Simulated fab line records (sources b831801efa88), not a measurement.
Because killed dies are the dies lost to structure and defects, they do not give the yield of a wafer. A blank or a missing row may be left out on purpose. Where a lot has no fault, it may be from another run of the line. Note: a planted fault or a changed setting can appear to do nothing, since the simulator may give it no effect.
Which tool is to blame?	flow gf180mcu	36 wafers from 12 lots sampled at 5 of the route's 602 steps

## WHAT THE GAUGES SHOWED, per wafer
GF_HV_LDD_CD_MEAS_07: target cd 400 nm.
lot	measured	on	cd_nm (nm)
L192	day 10 22:05	cd_sem-02	401.2 398.0 398.7
L194	day 11 03:25	cd_sem-01	402.6 402.7 400.9
L195	day 11 10:53	cd_sem-02	398.8 400.7 400.8
L196	day 11 15:59	cd_sem-01	406.8 404.1 405.4
L197	day 12 04:13	cd_sem-01	399.5 397.2 398.2
L198	day 12 14:01	cd_sem-02	402.6 400.8 400.6
L199	day 12 18:17	cd_sem-01	401.1 399.2 401.4
L200	day 13 01:52	cd_sem-02	400.0 399.3 398.3
L209	day 15 19:35	cd_sem-01	400.4 400.1 401.4
L210	day 16 04:43	cd_sem-01	399.7 400.7 400.5
L211	day 16 11:20	cd_sem-01	398.3 398.4 397.6
L213	day 17 02:16	cd_sem-02	399.2 398.7 398.9

GF_HV_LDD_TW_MEAS_50.
lot	measured	on	HV_LDD_4_TW
L192	day 13 08:26	film_metro-03	569 562 565
L194	day 13 15:28	film_metro-02	566 570 564
L195	day 13 23:45	film_metro-01	560 562 562
L196	day 14 04:26	film_metro-02	575 573 572
L197	day 14 19:03	film_metro-01	561 563 560
L198	day 15 05:38	film_metro-02	576 570 573
L199	day 15 10:03	film_metro-01	497 493 499
L200	day 15 18:18	film_metro-01	494 496 496
L209	day 18 18:23	film_metro-01	557 561 562
L210	day 19 01:30	film_metro-02	567 568 568
L211	day 19 09:35	film_metro-02	567 567 570
L213	day 20 01:31	film_metro-01	567 569 566

## WHICH TOOL RAN EACH LOT (tool, then ch and the chambers of the sampled wafers, then the start)
lot	GF_HV_LDD_STRIP_22	GF_HV_LDD_IMPLANT_48	GF_HV_LDD_STRIP_49
L192	plasma_asher-02 ch 0,1, day 11 17:13	implanter-01 ch 0, day 13 08:12	plasma_asher-04 ch 0,1, day 13 08:20
L194	plasma_asher-01 ch 0,1, day 11 23:10	implanter-02 ch 0, day 13 15:13	plasma_asher-02 ch 0,1, day 13 15:22
L195	plasma_asher-04 ch 0,1, day 12 06:24	implanter-03 ch 0, day 13 23:33	plasma_asher-01 ch 0,1, day 13 23:39
L196	plasma_asher-04 ch 0,1, day 12 11:57	implanter-02 ch 0, day 14 04:12	plasma_asher-04 ch 1, day 14 04:19
L197	plasma_asher-02 ch 0,1, day 13 00:32	implanter-03 ch 0, day 14 18:48	plasma_asher-04 ch 0,1, day 14 18:57
L198	plasma_asher-01 ch 0,1, day 13 10:00	implanter-01 ch 0, day 15 05:23	plasma_asher-04 ch 0,1, day 15 05:32
L199	plasma_asher-01 ch 0,1, day 13 14:46	implanter-03 ch 0, day 15 09:48	plasma_asher-04 ch 0,1, day 15 09:57
L200	plasma_asher-01 ch 0,1, day 13 22:24	implanter-03 ch 0, day 15 18:03	plasma_asher-02 ch 0,1, day 15 18:12
L209	plasma_asher-01 ch 0,1, day 16 18:44	implanter-01 ch 0, day 18 18:08	plasma_asher-04 ch 0,1, day 18 18:16
L210	plasma_asher-04 ch 0,1, day 17 02:50	implanter-03 ch 0, day 19 01:15	plasma_asher-01 ch 0,1, day 19 01:24
L211	plasma_asher-02 ch 0,1, day 17 09:29	implanter-03 ch 0, day 19 09:21	plasma_asher-02 ch 0,1, day 19 09:29
L213	plasma_asher-01 ch 0,1, day 18 01:16	implanter-03 ch 0, day 20 01:18	plasma_asher-04 ch 0,1, day 20 01:26
- GF_HV_LDD_STRIP_22: strips in O2/N2.
- GF_HV_LDD_IMPLANT_48
- GF_HV_LDD_STRIP_49: strips in O2/N2.

## AS READ BY THE TOOLS THEMSELVES (means over the sampled wafers that have a number; for cases with no such wafer, the mark the record gives instead)
GF_HV_LDD_STRIP_22.
lot	tool	chamber_pressure_mTorr (mTorr)	drypump_motor_current_A (A)	heater_power_w (W)	oes_product_au (a.u.)	strip_time_to_endpoint_s (s)
L192	plasma_asher-02	1499.8	6.4	328	0.714	12.62
L194	plasma_asher-01	1499.4	5.9	316	0.718	12.60
L195	plasma_asher-04	1500.4	5.8	332	0.718	12.58
L196	plasma_asher-04	1500.2	5.8	344	0.711	12.62
L197	plasma_asher-02	1501.0	6.4	328	0.719	12.59
L198	plasma_asher-01	1500.8	5.6	322	0.714	12.68
L199	plasma_asher-01	1501.9	5.6	316	0.721	12.61
L200	plasma_asher-01	1499.7	5.9	320	0.718	12.66
L209	plasma_asher-01	1500.2	5.9	312	0.715	12.57
L210	plasma_asher-04	1500.8	5.8	344	0.716	12.61
L211	plasma_asher-02	1499.4	6.4	330	0.715	12.66
L213	plasma_asher-01	1500.2	5.9	314	0.717	12.63

GF_HV_LDD_IMPLANT_48.
lot	tool	dose_ions_cm2	faraday_current_uA
L192	implanter-01	3.0009e+13	167
L194	implanter-02	3.0001e+13	168
L195	implanter-03	2.9991e+13	170
L196	implanter-02	3.0021e+13	170
L197	implanter-03	2.9951e+13	171
L198	implanter-01	3.0031e+13	173
L199	implanter-03	1.9848e+13	113
L200	implanter-03	1.9882e+13	112
L209	implanter-01	3.0017e+13	171
L210	implanter-03	3.0012e+13	167
L211	implanter-03	3.0013e+13	169
L213	implanter-03	2.9969e+13	172

GF_HV_LDD_STRIP_49.
lot	tool	chamber_pressure_mTorr (mTorr)	drypump_motor_current_A (A)	heater_power_w (W)	oes_product_au (a.u.)	strip_time_to_endpoint_s (s)
L192	plasma_asher-04	1500.1	5.8	335	0.714	12.60
L194	plasma_asher-02	1500.2	6.4	329	0.716	12.63
L195	plasma_asher-01	1500.4	5.5	320	0.724	12.62
L196	plasma_asher-04	1499.3	5.8	346	0.718	12.66
L197	plasma_asher-04	1499.7	5.8	344	0.713	12.65
L198	plasma_asher-04	1500.7	5.8	339	0.716	12.62
L199	plasma_asher-04	1499.7	5.8	337	0.717	12.63
L200	plasma_asher-02	1499.0	6.1	346	0.718	12.64
L209	plasma_asher-04	1499.6	5.8	335	0.720	12.66
L210	plasma_asher-01	1499.9	5.9	317	0.716	12.62
L211	plasma_asher-02	1500.6	6.3	331	0.714	12.58
L213	plasma_asher-04	1500.1	5.8	342	0.720	12.64

## THE ANSWER, worked out from the rows above alone
Rule: what is usual is taken from the lots themselves. Put in order of their means at a reading, lots are off if they are a third of the lots or fewer, leave a main group of 4 or more, and stand apart from it by a gap of 3 or more times the standard deviation of the main group's means; of several such gaps the widest counts. If all means in a main group match to the digits the tables above print for the reading, that group is not used. Also off: a lot with no number at a reading for which 4 or more lots have one. Where the step has rows for the other lots, those lots are counted as sound. After the gauges, taken in route order, come the tools' own readings; for these a lot's mean is taken, as printed above. At the first step where some lot is off, the reading lying furthest off is the one used; lots without a number count as furthest.
Off: L199, L200, at GF_HV_LDD_TW_MEAS_50 (HV_LDD_4_TW). Main group: mean 566, sd 4.4.
A tool fits if, at a process step before that reading, it ran every lot that is off, and no sound lot after the first of them. Not tried: the gauges at GF_HV_LDD_TW_MEAS_50; whatever is off there is also off at GF_HV_LDD_IMPLANT_48, on other tools, and gauge error can't account for it. No candidate that was tried fits.

## WHAT HAD BEEN PUT IN BY THE SIMULATOR
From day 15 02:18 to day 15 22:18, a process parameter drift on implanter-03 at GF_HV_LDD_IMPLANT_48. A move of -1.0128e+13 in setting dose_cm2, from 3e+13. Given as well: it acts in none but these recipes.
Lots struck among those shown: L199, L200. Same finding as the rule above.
